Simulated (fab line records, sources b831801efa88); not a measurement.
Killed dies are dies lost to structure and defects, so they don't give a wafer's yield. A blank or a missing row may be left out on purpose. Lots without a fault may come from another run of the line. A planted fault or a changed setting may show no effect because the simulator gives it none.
Which tool did it? | flow gf180mcu | 14 lots, 42 wafers sampled, at 2 steps of a route of 602

WHAT THE GAUGES READ, wafer by wafer
GF_PSD_TW_MEAS_11.
lot  | measured     | on            | PSD_TW
L961 | day 13 20:11 | film_metro-04 | 3163 3160 3168
L963 | day 15 11:19 | film_metro-04 | 3185 3174 3194
L965 | day 15 19:03 | film_metro-04 | 3175 3159 3157
L966 | day 16 01:07 | film_metro-04 | 3161 3160 3153
L970 | day 17 14:33 | film_metro-04 | 3177 3168 3164
L971 | day 17 17:09 | film_metro-04 | 3166 3173 3171
L972 | day 18 04:19 | film_metro-01 | 3169 3171 3180
L973 | day 18 07:55 | film_metro-04 | 3155 3163 3157
L975 | day 19 07:52 | film_metro-03 | 3158 3156 3165
L977 | day 19 19:51 | film_metro-03 | 3171 3161 3170
L981 | day 21 14:19 | film_metro-04 | 3164 3176 3150
L982 | day 21 19:30 | film_metro-04 | 3167 3156 3168
L983 | day 22 00:03 | film_metro-03 | 3185 3165 3156
L984 | day 22 03:56 | film_metro-03 | 3155 3184 3168

GF_SAB_CD_MEAS_09: target cd 420 nm.
lot  | measured     | on        | cd_nm (nm)
L961 | day 14 17:50 | cd_sem-01 | 418.9 420.0 419.5
L963 | day 16 08:29 | cd_sem-01 | 420.3 419.9 421.2
L965 | day 16 16:50 | cd_sem-02 | 418.2 417.0 419.7
L966 | day 17 00:01 | cd_sem-01 | 422.3 421.4 421.3
L970 | day 18 14:13 | cd_sem-01 | 417.4 416.3 418.1
L971 | day 18 17:15 | cd_sem-01 | 423.0 420.4 423.4
L972 | day 19 04:59 | cd_sem-01 | 420.5 422.9 420.3
L973 | day 19 09:04 | cd_sem-02 | 419.4 418.2 419.6
L975 | day 20 08:46 | cd_sem-02 | 422.4 422.5 422.7
L977 | day 20 20:49 | cd_sem-01 | 420.7 419.3 423.6
L981 | day 22 13:48 | cd_sem-02 | 419.1 415.5 418.1
L982 | day 22 19:10 | cd_sem-02 | 415.0 416.6 415.6
L983 | day 22 22:40 | cd_sem-02 | 419.3 419.2 419.3
L984 | day 23 03:16 | cd_sem-01 | 418.9 417.5 419.2

WHICH TOOL RAN EACH LOT (tool, then ch and the chambers of the sampled wafers, then the start)
The record holds no process step before these readings.

WHAT THE TOOLS THEMSELVES READ (means of the sampled wafers that have a number; where no wafer has one, the mark that the record gives instead)
The record holds no such reading with a usual standard deviation.

THE ANSWER, worked out from the rows above alone
Rule: what is usual is taken from the lots themselves. Put in order of their means at a reading, lots are off if they are a third of the lots or fewer, leave a main group of 4 or more, and stand apart from it by a gap of 3 or more times the standard deviation of the main group's means; of several such gaps the widest counts. A main group whose means are all the same, to the digits that the tables above print for the reading, isn't used. A lot without any number at a reading at which 4 lots or more have one is off too. The other lots that the step has rows for count as sound. The gauges are gone through in route order, then the tools' own readings, and for those a lot's mean is taken as printed above. The first step at which some lot is off is used, and at that step the reading that is off furthest; a lot without a number counts as furthest.
No lot is off at any reading shown: from this, nothing can be told.

WHAT THE SIMULATOR HAD PUT IN
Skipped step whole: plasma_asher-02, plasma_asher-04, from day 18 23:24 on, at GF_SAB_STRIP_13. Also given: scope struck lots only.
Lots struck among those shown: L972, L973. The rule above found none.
